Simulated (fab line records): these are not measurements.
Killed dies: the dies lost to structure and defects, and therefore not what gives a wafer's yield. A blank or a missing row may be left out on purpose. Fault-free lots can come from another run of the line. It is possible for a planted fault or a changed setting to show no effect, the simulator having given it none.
Which tool was responsible? || flow sky130 || at 1 step of a route of 708, 14 lots with 42 wafers sampled

## WHAT THE GAUGES READ, wafer by wafer
SKY_LI_CONTACT_THK_MEAS_01. Usual: LI_CONTACT_HDPCVD_THK gives 925 nm (standard deviation 7.8).
{"lot": "L539", "measured": "day 27 11:42", "on": "filmMetro-03", "LI_CONTACT_HDPCVD_THK (nm)": "924 922 927", "flag": ""}
{"lot": "L540", "measured": "day 28 06:25", "on": "filmMetro-03", "LI_CONTACT_HDPCVD_THK (nm)": "924 909 918", "flag": ""}
{"lot": "L541", "measured": "day 28 18:29", "on": "filmMetro-03", "LI_CONTACT_HDPCVD_THK (nm)": "918 930 919", "flag": ""}
{"lot": "L542", "measured": "day 29 04:12", "on": "filmMetro-01", "LI_CONTACT_HDPCVD_THK (nm)": "928 928 924", "flag": ""}
{"lot": "L545", "measured": "day 29 23:07", "on": "filmMetro-01", "LI_CONTACT_HDPCVD_THK (nm)": "930 933 926", "flag": ""}
{"lot": "L547", "measured": "day 30 15:13", "on": "filmMetro-04", "LI_CONTACT_HDPCVD_THK (nm)": "931 936 935", "flag": ""}
{"lot": "L548", "measured": "day 30 23:31", "on": "filmMetro-04", "LI_CONTACT_HDPCVD_THK (nm)": "925 929 934", "flag": ""}
{"lot": "L550", "measured": "day 31 17:22", "on": "filmMetro-03", "LI_CONTACT_HDPCVD_THK (nm)": "923 924 930", "flag": ""}
{"lot": "L552", "measured": "day 32 09:54", "on": "filmMetro-04", "LI_CONTACT_HDPCVD_THK (nm)": "936 926 926", "flag": ""}
{"lot": "L553", "measured": "day 32 19:34", "on": "filmMetro-04", "LI_CONTACT_HDPCVD_THK (nm)": "916 921 931", "flag": ""}
{"lot": "L554", "measured": "day 33 05:42", "on": "filmMetro-04", "LI_CONTACT_HDPCVD_THK (nm)": "934 936 936", "flag": ""}
{"lot": "L555", "measured": "day 33 09:40", "on": "filmMetro-01", "LI_CONTACT_HDPCVD_THK (nm)": "934 931 932", "flag": ""}
{"lot": "L561", "measured": "day 35 03:27", "on": "filmMetro-03", "LI_CONTACT_HDPCVD_THK (nm)": "927 925 927", "flag": ""}
{"lot": "L562", "measured": "day 36 00:37", "on": "filmMetro-03", "LI_CONTACT_HDPCVD_THK (nm)": "910 914 916", "flag": ""}

## TOOL THAT RAN EACH LOT (tool first, then ch and the chambers of the sampled wafers, then the start)
Record: no process step prior to these readings.

## WHAT THE TOOLS THEMSELVES READ (means of the sampled wafers that have a number; where no wafer has one, the mark that the record gives instead)
The record holds no such reading with a usual standard deviation.

## THE ANSWER, worked out from the rows above alone
Rule: lot off if the mean of its wafers having a number is beyond 3 standard deviations from the usual mean. A lot without any number at a reading at which 4 lots or more have one is off too. Where the step has rows for the other lots, those lots are counted as sound. Order of review: gauges by route order, followed by the tools' own readings, for which a lot's mean as printed above is used. The first step at which some lot is off is used, and at that step the reading that is off furthest; a lot without a number counts as furthest.
No lot is off on any of the readings shown, so nothing can be concluded from this.

## WHAT THE SIMULATOR HAD INSERTED
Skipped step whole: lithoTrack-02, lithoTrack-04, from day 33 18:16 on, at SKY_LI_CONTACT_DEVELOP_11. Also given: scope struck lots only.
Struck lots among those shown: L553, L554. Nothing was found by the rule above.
